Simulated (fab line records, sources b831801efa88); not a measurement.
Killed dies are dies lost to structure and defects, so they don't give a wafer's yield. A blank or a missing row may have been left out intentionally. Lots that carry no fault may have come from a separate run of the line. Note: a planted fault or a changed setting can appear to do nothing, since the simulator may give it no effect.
fab line records | flow gf180mcu
record: lots: 11 | wafers: 33 | lastDay: 34
route steps=602 shown V1@357 M2@364
lots that met no fault: taken from a fault-free run of the same line
startH: the number of hours between the record's first day and the start of the first shown wafer of the lot | waitH: hours elapsed since this lot's preceding step | " as in the row above | L1.1+2: a single row standing in for several wafers | - no value, or no start given | * or withheld: withheld | < > ~ a bound
route shown NAME@n: names a module that has steps shown in the file, with the first one's number in the route | usual: mean/standard deviation taken from wafers without a fault | same: alike in all rows | chamber/n: place in a boat | sites: per-site readings | _std_site: the values' standard deviation | _edge_site: the outer-site mean with the inner-site mean subtracted | radiusMm: how far each site lies from the wafer's centre | mask NAME#n: copy n | behind: the most recent tool/chamber to have shaped the wafer | hold: why the lot went on hold/how many hours it stayed there/how the hold came to an end | device: the transistor (n, p or np) that didn't switch | end of line: the tests these same wafers got at the end of their route | where a step has no rows: the recipe by itself | killed: the dies lost at the first sort to structure and to defects; this is not the yield of the wafer | map: the dies of a wafer, with x for killed, . for not killed, _ for no die there
set.NAME: the setting the step ran with; set.NAME@STEP: the setting that earlier step ran with | model.NAME: the simulator's own value behind a step, which no gauge read
one table for each step of the route and one row for each wafer, over a sample of lots
services: from which hour (startH, from the record's first day; less than 0 if before it) a tool's chamber was out of use, for how many hours, and why
== steps ==
step: GF_V1_SPUTTER_22
recipe: material: TiN | targetThkNm: 10 | chamberPressurePa: 5 | powerW: 4000 | timeS: 40
usual: throttleValvePct: 30.0/0.65
same: timeS: 40
lot.wafer | tool          | chamber | startH | waitH | throttleValvePct
L317.1    | pvdSputter-04 | -       | 414.79 | 0.0   | 30.0
L317.2    | "             | -       | "      | "     | 30.4
L317.5    | "             | -       | "      | "     | 29.9
L318.1    | pvdSputter-02 | -       | 422.66 | 0.0   | 30.1
L318.5    | "             | -       | "      | "     | 30.0
L318.6    | "             | -       | "      | "     | 30.4
L321.1    | pvdSputter-02 | -       | 462.11 | 0.0   | 29.9
L321.5    | "             | -       | "      | "     | 29.9
L321.6    | "             | -       | "      | "     | 30.0
L325.1    | pvdSputter-04 | -       | 493.07 | 0.0   | 29.6
L325.3    | "             | -       | "      | "     | 29.8
L325.5    | "             | -       | "      | "     | 29.3
L327.1    | pvdSputter-03 | -       | 510.35 | 0.0   | 30.1
L327.5    | "             | -       | "      | "     | 30.9
L327.6    | "             | -       | "      | "     | 30.5
L328.1    | pvdSputter-04 | -       | 520.58 | 0.0   | 28.4
L328.2    | "             | -       | "      | "     | 30.5
L328.5    | "             | -       | "      | "     | 30.5
L335.1    | pvdSputter-04 | -       | 578.45 | 0.0   | 28.5
L335.2    | "             | -       | "      | "     | 29.8
L335.4    | "             | -       | "      | "     | 29.3
L336.1    | pvdSputter-03 | -       | 587.24 | 0.0   | 30.9
L336.3    | "             | -       | "      | "     | 30.0
L336.5    | "             | -       | "      | "     | 30.0
L337.1    | pvdSputter-04 | -       | 593.55 | 0.0   | 30.5
L337.3    | "             | -       | "      | "     | 29.4
L337.6    | "             | -       | "      | "     | 30.5
L338.1    | pvdSputter-03 | -       | 597.17 | 0.0   | 29.8
L338.2    | "             | -       | "      | "     | 29.9
L338.5    | "             | -       | "      | "     | 29.9
L339.1    | pvdSputter-03 | -       | 605.96 | 0.0   | 31.2
L339.2    | "             | -       | "      | "     | 29.7
L339.6    | "             | -       | "      | "     | 29.9
step: GF_M2_SPUTTER_02
recipe: material: AlCu | targetThkNm: 450 | powerW: 10600 | timeS: 24.61 | chamberPressurePa: 0.4
usual: throttleValvePct: 30.4/0.63
lot.wafer | tool          | chamber | startH | waitH | throttleValvePct
L317.1    | pvdSputter-03 | -       | 415.55 | 0.0   | 29.8
L317.2    | "             | -       | "      | "     | 30.1
L317.5    | "             | -       | "      | "     | 30.8
L318.1    | pvdSputter-03 | -       | 423.42 | 0.0   | 30.9
L318.5    | "             | -       | "      | "     | 29.9
L318.6    | "             | -       | "      | "     | 31.2
L321.1    | pvdSputter-03 | -       | 462.87 | 0.0   | 29.9
L321.5    | "             | -       | "      | "     | 30.3
L321.6    | "             | -       | "      | "     | 31.0
L325.1    | pvdSputter-02 | -       | 493.83 | 0.0   | 29.7
L325.3    | "             | -       | "      | "     | 30.0
L325.5    | "             | -       | "      | "     | 30.6
L327.1    | pvdSputter-02 | -       | 511.11 | 0.0   | 30.4
L327.5    | "             | -       | "      | "     | 29.7
L327.6    | "             | -       | "      | "     | 30.0
L328.1    | pvdSputter-02 | -       | 521.34 | 0.0   | 30.9
L328.2    | "             | -       | "      | "     | 30.0
L328.5    | "             | -       | "      | "     | 30.1
L335.1    | pvdSputter-02 | -       | 579.21 | 0.0   | 30.0
L335.2    | "             | -       | "      | "     | 29.5
L335.4    | "             | -       | "      | "     | 30.5
L336.1    | pvdSputter-01 | -       | 588.00 | 0.0   | 30.3
L336.3    | "             | -       | "      | "     | 30.8
L336.5    | "             | -       | "      | "     | 29.9
L337.1    | pvdSputter-03 | -       | 594.32 | 0.0   | 30.3
L337.3    | "             | -       | "      | "     | 30.0
L337.6    | "             | -       | "      | "     | 30.1
L338.1    | pvdSputter-03 | -       | 597.93 | 0.0   | 30.1
L338.2    | "             | -       | "      | "     | 30.1
L338.5    | "             | -       | "      | "     | 30.5
L339.1    | pvdSputter-02 | -       | 606.74 | 0.0   | 29.6
L339.2    | "             | -       | "      | "     | 30.5
L339.6    | "             | -       | "      | "     | 29.8
step: GF_M2_SPUTTER_04
recipe: material: TiN | targetThkNm: 50 | powerW: 6500 | timeS: 41.7 | chamberPressurePa: 0.4
usual: throttleValvePct: 30.4/0.65
same: timeS: 41.7
lot.wafer | tool          | chamber | startH | waitH | throttleValvePct
L317.1    | pvdSputter-03 | -       | 415.61 | 0.0   | 30.0
L317.2    | "             | -       | "      | "     | 30.3
L317.5    | "             | -       | "      | "     | 31.0
L318.1    | pvdSputter-03 | -       | 423.47 | 0.0   | 31.1
L318.5    | "             | -       | "      | "     | 30.1
L318.6    | "             | -       | "      | "     | 30.8
L321.1    | pvdSputter-03 | -       | 462.92 | 0.0   | 29.9
L321.5    | "             | -       | "      | "     | 30.0
L321.6    | "             | -       | "      | "     | 31.0
L325.1    | pvdSputter-02 | -       | 493.88 | 0.0   | 29.6
L325.3    | "             | -       | "      | "     | 30.2
L325.5    | "             | -       | "      | "     | 30.7
L327.1    | pvdSputter-02 | -       | 511.16 | 0.0   | 30.4
L327.5    | "             | -       | "      | "     | 29.7
L327.6    | "             | -       | "      | "     | 30.1
L328.1    | pvdSputter-02 | -       | 521.39 | 0.0   | 31.0
L328.2    | "             | -       | "      | "     | 30.1
L328.5    | "             | -       | "      | "     | 30.5
L335.1    | pvdSputter-02 | -       | 579.26 | 0.0   | 30.0
L335.2    | "             | -       | "      | "     | 29.5
L335.4    | "             | -       | "      | "     | 30.6
L336.1    | pvdSputter-01 | -       | 588.05 | 0.0   | 29.9
L336.3    | "             | -       | "      | "     | 30.5
L336.5    | "             | -       | "      | "     | 29.8
L337.1    | pvdSputter-03 | -       | 594.37 | 0.0   | 30.3
L337.3    | "             | -       | "      | "     | 30.2
L337.6    | "             | -       | "      | "     | 30.0
L338.1    | pvdSputter-03 | -       | 597.98 | 0.0   | 30.1
L338.2    | "             | -       | "      | "     | 30.3
L338.5    | "             | -       | "      | "     | 30.4
L339.1    | pvdSputter-02 | -       | 606.79 | 0.0   | 29.9
L339.2    | "             | -       | "      | "     | 30.7
L339.6    | "             | -       | "      | "     | 29.8
step: GF_M2_RS_MEAS_05
recipe: thkMeasGauge: four-point-probe | reads: TiN_of_M2_SPUTTER_04+Ti_of_M2_SPUTTER_03+AlCu_of_M2_SPUTTER_02+TiN_of_M2_SPUTTER_01+Ti_of_M2_SPUTTER_00
usual: M2_ALCU_RS: 0.0674/0.00062
lot.wafer | tool         | chamber | startH | waitH | M2_ALCU_RS[ohm/sq]
L317.1    | filmMetro-01 | -       | 415.65 | 0.0   | 0.0680
L317.2    | "            | -       | "      | "     | 0.0671
L317.5    | "            | -       | "      | "     | 0.0666
L318.1    | filmMetro-02 | -       | 423.51 | 0.0   | 0.0677
L318.5    | "            | -       | "      | "     | 0.0689
L318.6    | "            | -       | "      | "     | 0.0679
L321.1    | filmMetro-04 | -       | 462.96 | 0.0   | 0.0683
L321.5    | "            | -       | "      | "     | 0.0681
L321.6    | "            | -       | "      | "     | 0.0677
L325.1    | filmMetro-02 | -       | 493.92 | 0.0   | 0.0675
L325.3    | "            | -       | "      | "     | 0.0668
L325.5    | "            | -       | "      | "     | 0.0667
L327.1    | filmMetro-02 | -       | 511.20 | 0.0   | 0.0674
L327.5    | "            | -       | "      | "     | 0.0674
L327.6    | "            | -       | "      | "     | 0.1070
L328.1    | filmMetro-04 | -       | 521.43 | 0.0   | 0.0665
L328.2    | "            | -       | "      | "     | 0.1054
L328.5    | "            | -       | "      | "     | 0.1052
L335.1    | filmMetro-04 | -       | 579.30 | 0.0   | 0.0676
L335.2    | "            | -       | "      | "     | 0.0674
L335.4    | "            | -       | "      | "     | 0.0685
L336.1    | filmMetro-04 | -       | 588.09 | 0.0   | 0.0679
L336.3    | "            | -       | "      | "     | 0.0675
L336.5    | "            | -       | "      | "     | 0.0677
L337.1    | filmMetro-04 | -       | 594.41 | 0.0   | 0.0677
L337.3    | "            | -       | "      | "     | 0.0681
L337.6    | "            | -       | "      | "     | 0.0690
L338.1    | filmMetro-04 | -       | 598.02 | 0.0   | 0.0671
L338.2    | "            | -       | "      | "     | 0.0665
L338.5    | "            | -       | "      | "     | 0.0664
L339.1    | filmMetro-04 | -       | 606.83 | 0.0   | 0.0667
L339.2    | "            | -       | "      | "     | 0.0674
L339.6    | "            | -       | "      | "     | 0.0664
step: GF_M2_THK_MEAS_06
recipe: thkMeasGauge: xrf | reads: AlCu_of_M2_SPUTTER_02
usual: M2_ALCU_THK: 476/4.9
lot.wafer | tool         | chamber | startH | waitH | M2_ALCU_THK[nm]
L317.1    | filmMetro-01 | -       | 415.77 | 0.1   | 470
L317.2    | "            | -       | "      | "     | 478
L317.5    | "            | -       | "      | "     | 481
L318.1    | filmMetro-02 | -       | 423.63 | 0.1   | 472
L318.5    | "            | -       | "      | "     | 465
L318.6    | "            | -       | "      | "     | 473
L321.1    | filmMetro-04 | -       | 463.08 | 0.1   | 471
L321.5    | "            | -       | "      | "     | 470
L321.6    | "            | -       | "      | "     | 475
L325.1    | filmMetro-02 | -       | 494.04 | 0.1   | 474
L325.3    | "            | -       | "      | "     | 478
L325.5    | "            | -       | "      | "     | 480
L327.1    | filmMetro-02 | -       | 511.32 | 0.1   | 474
L327.5    | "            | -       | "      | "     | 472
L327.6    | "            | -       | "      | "     | 299
L328.1    | filmMetro-04 | -       | 521.55 | 0.1   | 482
L328.2    | "            | -       | "      | "     | 306
L328.5    | "            | -       | "      | "     | 305
L335.1    | filmMetro-04 | -       | 579.42 | 0.1   | 477
L335.2    | "            | -       | "      | "     | 479
L335.4    | "            | -       | "      | "     | 473
L336.1    | filmMetro-04 | -       | 588.21 | 0.1   | 477
L336.3    | "            | -       | "      | "     | 480
L336.5    | "            | -       | "      | "     | 480
L337.1    | filmMetro-04 | -       | 594.53 | 0.1   | 473
L337.3    | "            | -       | "      | "     | 473
L337.6    | "            | -       | "      | "     | 468
L338.1    | filmMetro-04 | -       | 598.14 | 0.1   | 482
L338.2    | "            | -       | "      | "     | 485
L338.5    | "            | -       | "      | "     | 487
L339.1    | filmMetro-04 | -       | 606.95 | 0.1   | 481
L339.2    | "            | -       | "      | "     | 477
L339.6    | "            | -       | "      | "     | 483
step: GF_M2_CD_MEAS_14
recipe: targetCdNm: 280
usual: cdNm: 280.0/1.2
lot.wafer | tool     | chamber | startH | waitH | cdNm
L317.1    | cdSem-01 | -       | 439.33 | 0.1   | 280.5
L317.2    | "        | -       | "      | "     | 281.7
L317.5    | "        | -       | "      | "     | 279.8
L318.1    | cdSem-02 | -       | 448.32 | 0.1   | 279.3
L318.5    | "        | -       | "      | "     | 279.4
L318.6    | "        | -       | "      | "     | 279.9
L321.1    | cdSem-02 | -       | 486.73 | 0.1   | 277.4
L321.5    | "        | -       | "      | "     | 277.6
L321.6    | "        | -       | "      | "     | 278.0
L325.1    | cdSem-01 | -       | 516.63 | 0.1   | 281.0
L325.3    | "        | -       | "      | "     | 280.5
L325.5    | "        | -       | "      | "     | 280.2
L327.1    | cdSem-02 | -       | 533.67 | 0.1   | 278.8
L327.5    | "        | -       | "      | "     | 278.8
L327.6    | "        | -       | "      | "     | 278.3
L328.1    | cdSem-02 | -       | 544.54 | 0.2   | 280.3
L328.2    | "        | -       | "      | "     | 279.6
L328.5    | "        | -       | "      | "     | 280.2
L335.1    | cdSem-02 | -       | 600.63 | 0.1   | 280.6
L335.2    | "        | -       | "      | "     | 281.2
L335.4    | "        | -       | "      | "     | 281.2
L336.1    | cdSem-02 | -       | 608.49 | 0.2   | 280.4
L336.3    | "        | -       | "      | "     | 279.4
L336.5    | "        | -       | "      | "     | 279.3
L337.1    | cdSem-02 | -       | 615.37 | 0.1   | 280.8
L337.3    | "        | -       | "      | "     | 280.1
L337.6    | "        | -       | "      | "     | 279.8
L338.1    | cdSem-02 | -       | 618.25 | 0.2   | 281.4
L338.2    | "        | -       | "      | "     | 280.1
L338.5    | "        | -       | "      | "     | 279.8
L339.1    | cdSem-02 | -       | 627.09 | 0.1   | 278.7
L339.2    | "        | -       | "      | "     | 278.0
L339.6    | "        | -       | "      | "     | 278.2
step: GF_M2_METAL_ETCH_16
recipe: chemistry: Cl2/BCl3 | maskMaterial: KrF | targetDepthNm: 627.5 | stopOn: SiO2 | pressureMtorr: 8 | icpW: 800 | biasW: 140 | Cl2_flow_sccm: 80 | bcl3FlowSccm: 40 | timeS: 104.6
usual: biasW: 140.0/0.42 | drypumpMotorCurrentA: 5.6/0.36 | oesProductAu: 0.984/0.0063 | throttleValvePct: 28.235/0.01
same: timeS: 104.6
lot.wafer | tool        | chamber | startH | waitH | biasW | drypumpMotorCurrentA | oesProductAu | rfHoursCounterH | throttleValvePct
L317.1    | rieMetal-04 | 1       | 439.49 | 0.0   | 139.9 | 5.7                  | 0.975        | 1               | 28.230
L317.2    | "           | 0       | "      | "     | 140.6 | 5.0                  | 0.984        | 3               | 28.229
L317.5    | "           | 1       | "      | "     | 140.2 | 5.8                  | 0.991        | -               | 28.217
L318.1    | rieMetal-04 | 0       | 448.48 | 0.0   | 139.4 | 5.0                  | 0.982        | 4               | 28.235
L318.5    | "           | 0       | "      | "     | 140.1 | 5.1                  | 0.967        | -               | 28.243
L318.6    | "           | 0       | "      | "     | 139.5 | 5.0                  | 0.987        | -               | 28.246
L321.1    | rieMetal-04 | 1       | 486.88 | 0.0   | 140.0 | 5.8                  | 0.981        | 1               | 28.238
L321.5    | "           | 0       | "      | "     | 140.6 | 5.0                  | 0.978        | -               | 28.240
L321.6    | "           | 1       | "      | "     | 139.9 | 5.7                  | 0.986        | -               | 28.249
L325.1    | rieMetal-04 | 0       | 516.78 | 0.0   | 140.1 | 5.1                  | 0.977        | 6               | 28.241
L325.3    | "           | 1       | "      | "     | 140.4 | 5.7                  | 0.990        | -               | 28.220
L325.5    | "           | 1       | "      | "     | 141.1 | 5.8                  | 0.994        | -               | 28.240
L327.1    | rieMetal-04 | 1       | 533.83 | 0.0   | 140.6 | 5.8                  | 0.980        | 3               | 28.259
L327.5    | "           | 1       | "      | "     | 140.5 | 5.8                  | 0.986        | -               | 28.240
L327.6    | "           | 1       | "      | "     | 140.3 | 5.8                  | 0.812        | -               | 28.405
L328.1    | rieMetal-01 | 0       | 544.70 | 0.0   | 139.5 | 5.9                  | 0.989        | 9               | 28.230
L328.2    | "           | 1       | "      | "     | 140.0 | 5.5                  | 0.822        | 0               | 28.407
L328.5    | "           | 1       | "      | "     | 139.7 | 5.4                  | 0.814        | -               | 28.427
L335.1    | rieMetal-01 | 0       | 600.79 | 0.0   | 140.1 | 5.8                  | 0.984        | 11              | 28.236
L335.2    | "           | 1       | "      | "     | 139.7 | 5.5                  | 0.978        | 2               | 28.226
L335.4    | "           | 0       | "      | "     | 140.3 | 5.8                  | 0.980        | -               | 28.233
L336.1    | rieMetal-01 | 0       | 608.64 | 0.0   | 140.1 | 5.9                  | 0.984        | 11              | 28.250
L336.3    | "           | 1       | "      | "     | 140.1 | 5.5                  | 0.993        | -               | 28.227
L336.5    | "           | 1       | "      | "     | 139.8 | 5.5                  | 0.983        | -               | 28.229
L337.1    | rieMetal-01 | 1       | 615.52 | 0.0   | 140.3 | 5.5                  | 0.971        | 2               | 28.237
L337.3    | "           | 1       | "      | "     | 140.7 | 5.5                  | 0.983        | -               | 28.212
L337.6    | "           | 0       | "      | "     | 140.4 | 5.9                  | 0.974        | -               | 28.237
L338.1    | rieMetal-04 | 1       | 618.41 | 0.0   | 139.9 | 5.7                  | 0.994        | 5               | 28.228
L338.2    | "           | 0       | "      | "     | 139.7 | 5.0                  | 0.993        | 8               | 28.210
L338.5    | "           | 1       | "      | "     | 140.0 | 5.7                  | 0.996        | -               | 28.221
L339.1    | rieMetal-04 | 0       | 627.25 | 0.0   | 140.5 | 5.0                  | 0.983        | 8               | 28.245
L339.2    | "           | 1       | "      | "     | 140.0 | 5.7                  | 0.983        | 6               | 28.230
L339.6    | "           | 0       | "      | "     | 141.0 | 5.0                  | 0.991        | -               | 28.234
== services ==
tool          | chamber | startH | hours | kind
rieMetal-04   | 1       | 441.45 | 22.6  | repair
rieMetal-01   | 1       | 442.08 | 20.6  | repair
rieMetal-04   | -       | 501.38 | 2.8   | pm
rieMetal-01   | 1       | 504.04 | -     | clean
rieMetal-01   | 1       | 504.04 | 31.9  | scheduledDown
rieMetal-01   | 1       | 504.04 | 31.9  | ventCycle
rieMetal-04   | 0       | 518.20 | 19.3  | repair
pvdSputter-03 | 0       | 538.09 | -     | consumableReplace:kit
pvdSputter-03 | 0       | 538.09 | 18.0  | scheduledDown
pvdSputter-03 | 0       | 538.09 | 18.0  | ventCycle
pvdSputter-03 | -       | 556.92 | 0.9   | repair
pvdSputter-01 | 1       | 607.97 | -     | consumableReplace:kit
pvdSputter-01 | 1       | 607.97 | 18.0  | scheduledDown
pvdSputter-01 | 1       | 607.97 | 18.0  | ventCycle
== key ==
firstSign: step: GF_M2_RS_MEAS_05 | reading: M2_ALCU_RS | direction: up | sigmas: 62 | usual: 0.0674 | struck: 0.1059
effect: step: GF_M2_THK_MEAS_06 | reading: M2_ALCU_THK | direction: down | sigmas: 35 | usual: 476 | struck: 303
effect: step: GF_M2_METAL_ETCH_16 | reading: oesProductAu | direction: down | sigmas: 27 | usual: 0.984 | struck: 0.816
metAt GF_M2_SPUTTER_02
struckLots L327,L328
struckWafers L327.6,L328.2,L328.5
notActingAt GF_V1_SPUTTER_22,GF_M2_SPUTTER_04,GF_M2_CD_MEAS_14
onsetBetween 493.83 511.11
fault: kind: processParameterDrift | tool: pvdSputter-02 | chamber: - | onsetH: 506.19 | steps: GF_M2_SPUTTER_02 | channel: targetThkNm | offset: -167.61 | shape: step | endH: 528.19 | actsIn: theseRecipesOnly | stated: 450 | scope: struckWafersOnly
